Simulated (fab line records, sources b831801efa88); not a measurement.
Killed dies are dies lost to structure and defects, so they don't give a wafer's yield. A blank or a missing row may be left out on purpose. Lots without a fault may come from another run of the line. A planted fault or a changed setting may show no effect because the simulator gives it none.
One fault seen from 2 desks | flow gf180mcu | each desk has only its own numbers; what lay behind them comes last

THE METROLOGY DESK
What the gauges read, lot by lot, whatever tool the lot ran on: means of the sampled wafers that have a number. A lot is out of limits, marked OUT, if its mean lies more than 4 standard deviations from the usual mean; the brackets give that distance.
Columns: A = M1_ALCU_THK at GF_M1_THK_MEAS_06, usual 450 nm
lot  | first seen here | A
L388 | day 16 11:28    | 445
L389 | day 16 19:29    | 459
L390 | day 17 08:54    | 445
L392 | day 18 00:18    | 445
L393 | day 18 07:00    | 455
L396 | day 19 17:29    | 450
L397 | day 19 22:23    | 448
L398 | day 20 10:38    | 437
L402 | day 21 13:41    | 447
L403 | day 21 21:58    | 452
L406 | day 23 03:14    | 455
L407 | day 23 08:45    | 465
L409 | day 23 20:41    | 449
This desk's finding: nothing out of limits on any of the 13 lots.

THE TOOL OWNER'S DESK: plasma_asher-04
The tool's own readings at GF_V1_STRIP_18 (strips in O2/N2): means of the sampled wafers that have a number, for each lot that ran on this tool. A lot is out of limits, marked OUT, if its mean lies more than 4 standard deviations from the usual mean; the brackets give that distance.
Columns: A = chamber_pressure_mTorr at GF_V1_STRIP_18, usual 1500.1 mTorr; B = drypump_motor_current_A at GF_V1_STRIP_18, usual 5.9 A; C = heater_power_w at GF_V1_STRIP_18, usual 340 W; D = oes_product_au at GF_V1_STRIP_18, usual 0.592 a.u.
lot  | first seen here | A                        | B   | C   | D
L388 | day 18 11:52    | 1499.5                   | 6.1 | 375 | 0.594
L390 | day 19 10:04    | 1500.2                   | 6.1 | 364 | 0.593
L392 | day 20 02:34    | 1499.1                   | 6.1 | 363 | 0.589
L393 | day 20 09:22    | 1801.1 (+99 or more) OUT | 6.1 | 343 | 0.592
L396 | day 21 19:13    | 1798.9 (+99 or more) OUT | 6.1 | 361 | 0.596
This desk's finding: out of limits on L393, L396; first on L393, day 20 09:22 (chamber_pressure_mTorr at GF_V1_STRIP_18). In limits: L388, L390, L392.

PUT TOGETHER
The tool owner's desk could have raised an alarm at day 20 09:22, on L393, L396.
The metrology desk saw nothing out of limits.
The metrology desk has L393, L396 on record, within its limits.
Of the lots named, all ran GF_V1_STRIP_18 on plasma_asher-04.

WHAT THE SIMULATOR HAD PUT IN
Process parameter drift: plasma_asher-04, from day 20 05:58 on, at GF_V1_STRIP_18. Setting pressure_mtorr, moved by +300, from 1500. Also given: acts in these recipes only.
Lots struck among those shown: L393, L396.
Hours from the fault's start to each desk's first reading out of limits: the tool owner's desk, 3.
